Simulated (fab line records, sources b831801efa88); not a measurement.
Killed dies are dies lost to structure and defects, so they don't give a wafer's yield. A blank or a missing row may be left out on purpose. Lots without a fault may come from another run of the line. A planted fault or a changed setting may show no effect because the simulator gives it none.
Which tool did it? | flow sky130 | 14 lots, 42 wafers sampled, at 2 steps of a route of 708

WHAT THE GAUGES READ, wafer by wafer
SKY_FIELD_ISO_BOW_MEAS_00. Usual: INCOMING_BOW 1 um, standard deviation 6.9.
lot  | measured    | on            | INCOMING_BOW (um) | flag
L631 | day 1 15:02 | film_metro-01 | 5 2 -9            |
L632 | day 1 20:02 | film_metro-03 | 5 -9 -6           |
L634 | day 2 06:04 | film_metro-04 | 3 6 -6            |
L635 | day 2 11:01 | film_metro-04 | -5 0 12           |
L636 | day 2 16:02 | film_metro-04 | 0 -5 6            |
L637 | day 2 21:00 | film_metro-04 | 9 14 -8           |
L638 | day 3 02:00 | film_metro-03 | -7 -11 0          |
L643 | day 4 03:00 | film_metro-03 | 0 -6 -5           |
L646 | day 4 18:02 | film_metro-04 | 2 2 -2            |
L647 | day 4 23:02 | film_metro-03 | 7 -2 -9           |
L650 | day 5 14:00 | film_metro-04 | 7 6 8             |
L651 | day 5 19:00 | film_metro-04 | -6 -11 -5         |
L652 | day 6 00:01 | film_metro-03 | -3 -8 10          |
L653 | day 6 05:01 | film_metro-01 | 19 11 1           |

SKY_NWELL_TW_MEAS_26. Usual: NWELL_2_TW 495.4, standard deviation 2.9.
lot  | measured     | on            | NWELL_2_TW        | flag
L631 | day 5 18:42  | film_metro-02 | 492.7 491.8 493.0 |
L632 | day 5 18:21  | film_metro-02 | 491.9 493.1 491.5 |
L634 | day 6 07:33  | film_metro-01 | 494.0 495.7 497.2 |
L635 | day 6 15:03  | film_metro-01 | 496.6 495.6 499.0 |
L636 | day 6 23:52  | film_metro-02 | 489.8 492.9 491.3 |
L637 | day 7 07:01  | film_metro-01 | 501.0 501.3 500.7 |
L638 | day 7 11:11  | film_metro-02 | 494.4 495.4 495.3 |
L643 | day 8 14:50  | film_metro-01 | 497.8 494.5 497.2 |
L646 | day 9 10:38  | film_metro-01 | 495.9 497.1 495.9 |
L647 | day 9 14:41  | film_metro-03 | 492.2 493.4 494.2 |
L650 | day 10 10:07 | film_metro-02 | 489.7 494.2 494.9 |
L651 | day 10 19:31 | film_metro-01 | 499.0 497.5 494.1 |
L652 | day 10 22:56 | film_metro-03 | 498.0 498.0 498.7 |
L653 | day 11 02:36 | film_metro-01 | 501.4 505.4 503.4 |

WHICH TOOL RAN EACH LOT (tool, then ch and the chambers of the sampled wafers, then the start)
The record holds no process step before these readings.

WHAT THE TOOLS THEMSELVES READ (means of the sampled wafers that have a number; where no wafer has one, the mark that the record gives instead)
The record holds no such reading with a usual standard deviation.

THE ANSWER, worked out from the rows above alone
Rule: a lot is off if the mean of its wafers that have a number lies more than 3 standard deviations from the usual mean. A lot without any number at a reading at which 4 lots or more have one is off too. The other lots that the step has rows for count as sound. The gauges are gone through in route order, then the tools' own readings, and for those a lot's mean is taken as printed above. The first step at which some lot is off is used, and at that step the reading that is off furthest; a lot without a number counts as furthest.
No lot is off at any reading shown: from this, nothing can be told.

WHAT THE SIMULATOR HAD PUT IN
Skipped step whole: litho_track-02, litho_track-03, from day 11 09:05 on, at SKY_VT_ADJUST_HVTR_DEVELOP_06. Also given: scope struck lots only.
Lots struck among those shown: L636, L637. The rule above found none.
